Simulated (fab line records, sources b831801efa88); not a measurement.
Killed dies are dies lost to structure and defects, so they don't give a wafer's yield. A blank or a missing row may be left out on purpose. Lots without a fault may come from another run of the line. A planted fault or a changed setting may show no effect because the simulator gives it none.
fab line records | flow sky130
record lots=5 wafers=14 last_day=50
route steps=708 shown SD_N@344 SD_P@359 RES_XHIGH@360 PAD_OPEN@708
lots that met no fault: from a run of the same line without faults
start_h: hours from the record's first day to the start of the lot's first wafer shown | wait_h: hours since the lot's step before | " the same as in the row above | L1.1+2: a row that stands for several wafers | - no value, or no start given | * or withheld: withheld | < > ~ a bound
route shown NAME@n: a module of which the file shows steps, and the number in the route of the first | usual: mean/standard deviation of fault-free wafers | same: alike in all rows | chamber/n: place in a boat | sites: the reading at each site | _std_site: their standard deviation | _edge_site: outer sites' mean less inner sites' | radius_mm: how far each site lies from the wafer's centre | mask NAME#n: copy n | behind: the tool/chamber that last shaped the wafer | hold: why the lot was held/for how many hours/how that ended | device: the transistor (n, p or np) that didn't switch | end of line: the same wafers' tests at the end of the route | a step without rows: its recipe alone | killed: dies lost to structure and defects at the first sort, not the wafer's yield | map: a wafer's dies, x killed, . not, _ none there
set.NAME: the setting as run; set.NAME@STEP: as run at that earlier step | model.NAME: the simulator's own value behind a step, which no gauge read
lots at some steps of the route; a table a step, a row a wafer
services: from which hour (start_h, from the record's first day; less than 0 if before it) a tool's chamber was out of use, for how many hours, and why
## steps
# step SKY_SD_N_COAT_02
# recipe resist=NOVOLAK spin_rpm=3000 resist_thk_nm=1140
# step SKY_SD_N_SOFTBAKE_03
# recipe temp_c=90 time_s=60 resist=NOVOLAK
# step SKY_SD_N_EXPOSE_04
# recipe mask_id=NSDM na=0.6 source_shape=conventional sigma_outer=0.6 polarization=unpolarized target_cd_nm=380 dose_mj=141
# step SKY_SD_N_PEB_05
# recipe temp_c=withheld time_s=* resist=NOVOLAK
# step SKY_SD_N_DEVELOP_06
# recipe resist=NOVOLAK developer=TMAH develop_time_s=60 dev_temp_c=23
# step SKY_SD_N_CD_MEAS_07
# recipe target_cd_nm=380
# usual cd_nm=379.4/2.6
# columns lot.wafer tool chamber start_h wait_h cd_nm
L414.1 cd_sem-01 - 693.77 0.1 378.4
L414.4 " - " " 378.6
L414.5 " - " " 377.6
L415.1 cd_sem-01 - 703.24 0.1 383.4
L415.3 " - " " 381.7
L415.4 " - " " 382.0
L424.2 cd_sem-01 - 776.31 0.1 379.9
L424.4 " - " " 379.2
L427.1 cd_sem-01 - 796.00 0.2 378.7
L427.5 " - " " 380.2
L427.6 " - " " 377.6
L431.1 cd_sem-01 - 839.23 0.1 378.3
L431.2 " - " " 377.5
L431.6 " - " " 377.8
# step SKY_SD_N_OVL_MEAS_08
# usual SD_N_OVL=-1.1/1.2
# columns lot.wafer tool chamber start_h wait_h SD_N_OVL[nm]
L414.1 overlay-02 - 693.89 0.1 -2.4
L414.4 " - " " -1.1
L414.5 " - " " -1.4
L415.1 overlay-01 - 703.36 0.1 -3.0
L415.3 " - " " -3.1
L415.4 " - " " -2.1
L424.2 overlay-01 - 776.41 0.1 -1.6
L424.4 " - " " -2.9
L427.1 overlay-02 - 796.12 0.1 -2.2
L427.5 " - " " -1.7
L427.6 " - " " -2.2
L431.1 overlay-02 - 839.35 0.1 -0.6
L431.2 " - " " -1.0
L431.6 " - " " 0.6
# step SKY_SD_N_IMPLANT_09
# recipe species=As energy_kev=50 dose_cm2=4e+15 tilt_deg=0
# step SKY_SD_N_IMPLANT_10
# recipe species=P energy_kev=20 dose_cm2=1e+14 tilt_deg=0
# step SKY_SD_N_STRIP_11
# recipe chemistry=O2/N2 power_w=1400 pressure_mtorr=1500 platen_temp_c=withheld o2_flow_sccm=3000 n2_flow_sccm=300 overash_fraction=0.5
# usual drypump_motor_current_A=5.31/0.21 oes_product_au=0.527/0.0046 strip_time_to_endpoint_s=22.56/0.045
# columns lot.wafer tool chamber start_h wait_h drypump_motor_current_A oes_product_au rf_hours_counter_h strip_time_to_endpoint_s
L414.1 plasma_asher-02 1 694.23 0.1 5.39 0.531 100 22.51
L414.4 " 1 " " 5.37 0.529 - 22.57
L414.5 " 1 " " 5.39 0.526 - 22.57
L415.1 plasma_asher-04 0 703.69 0.1 5.44 0.529 88 22.50
L415.3 " 1 " " 4.94 0.526 - 22.54
L415.4 " 0 " " 5.43 0.523 - 22.54
L424.2 plasma_asher-04 0 776.74 0.1 5.42 0.527 94 22.55
L424.4 " 0 " " 5.45 0.524 - 22.58
L427.1 plasma_asher-03 0 796.46 0.1 5.35 0.525 35 22.54
L427.5 " 1 " " 5.56 0.525 - 22.51
L427.6 " 0 " " 5.35 0.531 - 22.58
L431.1 plasma_asher-03 0 839.69 0.1 5.37 0.532 40 22.55
L431.2 " 1 " " 5.56 0.527 40 22.60
L431.6 " 0 " " 5.33 0.526 - 22.61
# step SKY_SD_N_TW_MEAS_12
# usual SD_N_TW=3964/18
# columns lot.wafer tool chamber start_h wait_h SD_N_TW
L414.1 film_metro-01 - 694.33 0.1 3953
L414.4 " - " " 3970
L414.5 " - " " 3962
L415.1 film_metro-01 - 703.79 0.1 3951
L415.3 " - " " 3955
L415.4 " - " " 3971
L424.2 film_metro-03 - 776.85 0.1 3994
L424.4 " - " " 3965
L427.1 film_metro-03 - 796.57 0.1 3970
L427.5 " - " " 3977
L427.6 " - " " 4004
L431.1 film_metro-01 - 839.79 0.1 3949
L431.2 " - " " 3939
L431.6 " - " " 3955
# step SKY_SD_N_CLEAN_13
# recipe chemistry=SC1/SC2 mix=1:4:20 temp_c=70 time_s=150 dry=n2_spin
# step SKY_SD_N_RTA_14
# recipe temp_c=1075 time_s=2 idle_temp_c=650 ramp_up_c_per_s=150 ramp_down_c_per_s=90 ambient=N2
# usual lamp_power_pct=15.74/0.053 wafer_temp_C_max=1078.0/1.3
# columns lot.wafer tool chamber start_h wait_h lamp_power_pct wafer_temp_C_max
L414.1 rtp_anneal-02 0 694.44 0.0 15.83 1076.3
L414.4 " 0 " " 15.66 1077.6
L414.5 " 0 " " 15.68 1077.6
L415.1 rtp_anneal-01 0 703.91 0.0 15.74 1079.0
L415.3 " 0 " " 15.74 1078.1
L415.4 " 0 " " 15.67 1076.8
L424.2 rtp_anneal-02 0 776.97 0.0 15.81 1083.9
L424.4 " 0 " " 15.83 1084.7
L427.1 rtp_anneal-01 0 796.68 0.0 15.74 1076.1
L427.5 " 0 " " 15.72 1081.6
L427.6 " 0 " " 15.73 1077.3
L431.1 rtp_anneal-01 0 839.90 0.0 15.76 1078.3
L431.2 " 0 " " 15.74 1077.9
L431.6 " 0 " " 15.68 1078.7
# step SKY_SD_N_RS_MEAS_16
# recipe thk_meas_gauge=four-point-probe
# usual SD_N_RS=68.48/0.098
# columns lot.wafer tool chamber start_h wait_h SD_N_RS[ohm/sq]
L414.1 film_metro-03 - 694.62 0.1 68.40
L414.4 " - " " 68.51
L414.5 " - " " 68.49
L415.1 film_metro-03 - 704.08 0.1 68.45
L415.3 " - " " 68.48
L415.4 " - " " 68.54
L424.2 film_metro-01 - 777.20 0.1 67.55
L424.4 " - " " 67.60
L427.1 film_metro-04 - 796.86 0.1 68.43
L427.5 " - " " 68.52
L427.6 " - " " 68.65
L431.1 film_metro-04 - 840.12 0.1 68.26
L431.2 " - " " 68.47
L431.6 " - " " 68.43
# step SKY_SD_N_RS_MEAS_17
# recipe thk_meas_gauge=four-point-probe
# usual SD_P_RS=146.9/0.34
# columns lot.wafer tool chamber start_h wait_h SD_P_RS[ohm/sq]
L414.1 film_metro-03 - 694.74 0.1 146.9
L414.4 " - " " 146.5
L414.5 " - " " 146.7
L415.1 film_metro-03 - 704.20 0.1 147.0
L415.3 " - " " 147.0
L415.4 " - " " 146.9
L424.2 film_metro-01 - 777.32 0.1 142.5
L424.4 " - " " 142.9
L427.1 film_metro-04 - 796.98 0.1 147.3
L427.5 " - " " 146.5
L427.6 " - " " 147.0
L431.1 film_metro-04 - 840.24 0.1 146.7
L431.2 " - " " 147.4
L431.6 " - " " 147.0
# step SKY_SD_N_RS_MEAS_18
# recipe thk_meas_gauge=four-point-probe
# usual RES_XHIGH_RS=333.4/1.1
# columns lot.wafer tool chamber start_h wait_h RES_XHIGH_RS[ohm/sq]
L414.1 film_metro-03 - 694.86 0.1 333.7
L414.4 " - " " 333.6
L414.5 " - " " 333.2
L415.1 film_metro-03 - 704.32 0.1 335.3
L415.3 " - " " 334.9
L415.4 " - " " 334.2
L424.2 film_metro-01 - 777.44 0.1 333.1
L424.4 " - " " 331.7
L427.1 film_metro-04 - 797.10 0.1 333.8
L427.5 " - " " 334.0
L427.6 " - " " 332.6
L431.1 film_metro-04 - 840.36 0.1 332.2
L431.2 " - " " 332.0
L431.6 " - " " 332.7
# step SKY_PAD_OPEN_PROBE_99
# usual killed_at_M0_to_M3=43/7.2 killed_at_M4_up=3.0/1.7 killed_at_contacts=24/5.3 killed_at_front_end=15/4.6 killed_at_other=0.3/0.5 killed_dies=85/10 killed_open=46/7.2 killed_short=39/6.4
# same gross_dies=492 killed_at_back_side=0
# columns lot.wafer tool chamber start_h wait_h killed_at_M0_to_M3 killed_at_M4_up killed_at_contacts killed_at_front_end killed_at_other killed_dies killed_open killed_short model.etest.res_pdiff.line_ohm_um model.etest.res_high_po.line_ohm_um model.etest.licon_high_po.rc_ohm model.etest.res_high_po.rs_ohm_sq model.etest.res_pdiff_hv.rs_ohm_sq model.etest.res_pdiff.rs_ohm_sq
L414.1 prober-02 - 1109.74 0.1 34 2 27 20 1 84 53 31 1367 735.4 341.3 252.6 189.2 195.2
L414.4 prober-02 - 1109.89 0.2 37 3 34 18 0 92 51 41 1401 744.4 355.3 257.7 188.6 195.2
L414.5 prober-02 - 1109.94 0.2 37 6 31 14 1 89 48 41 1341 737 348.3 256.7 189.3 193.5
L415.1 prober-01 - 1115.66 0.1 52 3 23 16 0 94 45 49 1418 715.5 320 250 193.1 199.7
L415.3 prober-01 - 1115.76 0.2 34 4 22 12 0 72 35 37 1415 730.4 338.9 255.7 194.7 201
L415.4 prober-01 - 1115.81 0.2 39 4 32 10 0 85 44 41 1414 732.4 357.6 253.7 194.8 200.3
L424.2 prober-02 - 1169.63 0.1 42 4 22 16 0 84 40 44 1326 723.5 332.2 256 187.5 191.1
L424.4 prober-02 - 1169.73 0.2 49 2 23 8 0 82 52 30 1307 724 332.1 255.1 185.7 191.4
L427.1 prober-01 - 1183.50 0.1 42 4 18 13 0 77 42 35 1356 738.8 360.8 262.1 189.2 193.8
L427.5 prober-01 - 1183.70 0.2 45 3 21 9 0 78 42 36 1363 747.8 362.1 260.1 190.2 194.7
L427.6 prober-01 - 1183.75 0.2 39 1 32 15 0 87 47 40 1354 752.6 364.6 267.2 187.3 195.8
L431.1 prober-01 - 1207.35 0.1 40 4 32 14 0 90 57 33 1344 727.1 329.5 254.7 189 195.5
L431.2 prober-01 - 1207.40 0.1 35 0 27 17 1 80 51 29 1388 745.4 343.8 259 192.5 197.3
L431.6 prober-01 - 1207.60 0.2 46 4 27 10 0 87 43 44 1356 743.2 339.6 261.2 189.6 198.2
# killed by level:class
L414.1 CONTACT:geometric_particle:open=15 VIA1:geometric_particle:open=8 LI_CONTACT:geometric_particle:open=6 VIA3:geometric_particle:open=6 FIELD_ISO:geometric_particle:open=4 POLY_GATE:geometric_particle:open=4 POLY_GATE:geometric_particle:short=4 VIA2:geometric_particle:open=4
L414.4 CONTACT:geometric_particle:short=13 CONTACT:geometric_particle:open=13 VIA1:geometric_particle:open=8 VIA2:geometric_particle:open=8 METAL1:geometric_particle:short=7 VIA3:geometric_particle:open=6 POLY_GATE:geometric_particle:short=5 POLY_GATE:geometric_particle:open=5
L414.5 CONTACT:geometric_particle:open=12 LI_CONTACT:geometric_particle:open=11 VIA1:geometric_particle:open=11 FIELD_ISO:geometric_particle:short=6 VIA1:geometric_particle:short=6 METAL2:geometric_particle:short=6 VIA2:geometric_particle:open=5 METAL4:geometric_particle:short=4
L415.1 METAL2:geometric_particle:short=9 VIA3:geometric_particle:open=9 VIA2:geometric_particle:open=8 METAL1:geometric_particle:short=7 VIA1:geometric_particle:open=7 LI_CONTACT:geometric_particle:open=6 LOCAL_INTERCONNECT:geometric_particle:short=6 POLY_GATE:geometric_particle:short=5
L415.3 VIA1:geometric_particle:short=10 CONTACT:geometric_particle:open=7 LI_CONTACT:geometric_particle:open=6 LOCAL_INTERCONNECT:geometric_particle:short=6 FIELD_ISO:geometric_particle:open=5 VIA1:geometric_particle:open=5 METAL4:geometric_particle:short=4 VIA3:geometric_particle:open=4
L415.4 VIA1:geometric_particle:open=10 LI_CONTACT:geometric_particle:open=8 VIA3:geometric_particle:open=7 LI_CONTACT:geometric_particle:short=7 CONTACT:geometric_particle:open=7 FIELD_ISO:geometric_particle:open=6 LOCAL_INTERCONNECT:geometric_particle:short=6 METAL3:geometric_particle:short=5
L424.2 VIA1:geometric_particle:open=10 CONTACT:geometric_particle:open=8 METAL1:geometric_particle:short=7 LOCAL_INTERCONNECT:geometric_particle:short=6 METAL2:geometric_particle:short=6 VIA2:geometric_particle:open=6 FIELD_ISO:geometric_particle:short=4 LI_CONTACT:geometric_particle:open=4
L424.4 VIA1:geometric_particle:open=15 VIA2:geometric_particle:open=9 LI_CONTACT:geometric_particle:open=8 CONTACT:geometric_particle:open=7 CONTACT:geometric_particle:short=5 VIA1:geometric_particle:short=5 METAL2:geometric_particle:short=5 POLY_GATE:geometric_particle:short=3
L427.1 VIA1:geometric_particle:open=10 VIA3:geometric_particle:open=8 VIA2:geometric_particle:open=6 FIELD_ISO:geometric_particle:open=5 CONTACT:geometric_particle:open=5 LOCAL_INTERCONNECT:geometric_particle:short=4 LI_CONTACT:geometric_particle:open=4 METAL3:geometric_particle:short=4
L427.5 VIA1:geometric_particle:open=9 METAL2:geometric_particle:short=7 CONTACT:geometric_particle:open=6 VIA3:geometric_particle:open=6 LI_CONTACT:geometric_particle:open=5 METAL1:geometric_particle:short=5 VIA2:geometric_particle:short=5 FIELD_ISO:geometric_particle:open=4
L427.6 VIA1:geometric_particle:open=12 LI_CONTACT:geometric_particle:open=10 CONTACT:geometric_particle:open=9 VIA1:geometric_particle:short=6 FIELD_ISO:geometric_particle:short=6 VIA2:geometric_particle:open=6 LOCAL_INTERCONNECT:geometric_particle:short=5 LI_CONTACT:geometric_particle:short=4
L431.1 CONTACT:geometric_particle:open=14 VIA1:geometric_particle:open=10 LI_CONTACT:geometric_particle:open=10 VIA2:geometric_particle:open=9 METAL1:geometric_particle:short=6 CONTACT:geometric_particle:short=5 VIA3:geometric_particle:open=5 FIELD_ISO:geometric_particle:open=4
L431.2 VIA1:geometric_particle:open=13 CONTACT:geometric_particle:open=9 LI_CONTACT:geometric_particle:open=8 POLY_GATE:geometric_particle:open=6 VIA2:geometric_particle:open=6 CONTACT:geometric_particle:short=5 VIA1:geometric_particle:short=4 FIELD_ISO:geometric_particle:open=3
L431.6 CONTACT:geometric_particle:open=8 METAL1:geometric_particle:short=8 LI_CONTACT:geometric_particle:open=6 METAL2:geometric_particle:short=6 CONTACT:geometric_particle:short=5 METAL1:geometric_particle:open=5 VIA3:geometric_particle:open=5 LI_CONTACT:geometric_particle:short=4
## services
# columns tool chamber start_h hours kind
rtp_anneal-01 - 699.64 3.3 pm
plasma_asher-02 - 707.89 0.5 repair
plasma_asher-02 - 733.75 9.0 pm
plasma_asher-02 0 733.75 9.0 vent_cycle
plasma_asher-02 1 733.75 9.0 vent_cycle
plasma_asher-04 - 738.87 0.8 repair
plasma_asher-02 0 742.75 - clean
plasma_asher-02 1 742.75 - clean
plasma_asher-04 - 757.03 9.0 repair
plasma_asher-03 - 783.51 2.8 pm
plasma_asher-02 - 831.01 2.8 pm
## key
first_sign step=SKY_SD_N_RTA_14 reading=wafer_temp_C_max direction=up sigmas=4.7 usual=* struck=*
effect step=SKY_SD_N_RS_MEAS_16 reading=SD_N_RS direction=down sigmas=9.3 usual=68.48 struck=67.58
effect step=SKY_SD_N_RS_MEAS_17 reading=SD_P_RS direction=down sigmas=12 usual=146.9 struck=142.7
model_effect step=SKY_PAD_OPEN_PROBE_99 value=etest.res_pdiff.line_ohm_um without=1358 struck=1316
met_at SKY_SD_N_RTA_14
struck_wafers L424.2,L424.4
tester_left_out L424
onset_between 694.44 776.97
fault kind=process_parameter_drift tool=rtp_anneal-02 chamber=- onset_h=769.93 steps=SKY_SD_N_RTA_14 channel=temp_c offset=* shape=step end_h=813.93 acts_in=* stated=*
# tester_left_out: of these lots the tester's yield and bins aren't shown, on N5 and GAA mostly nor the transistor test; their killed dies are dies lost to structure and defects alone, not to doping, threshold or leakage, so they don't give the yield
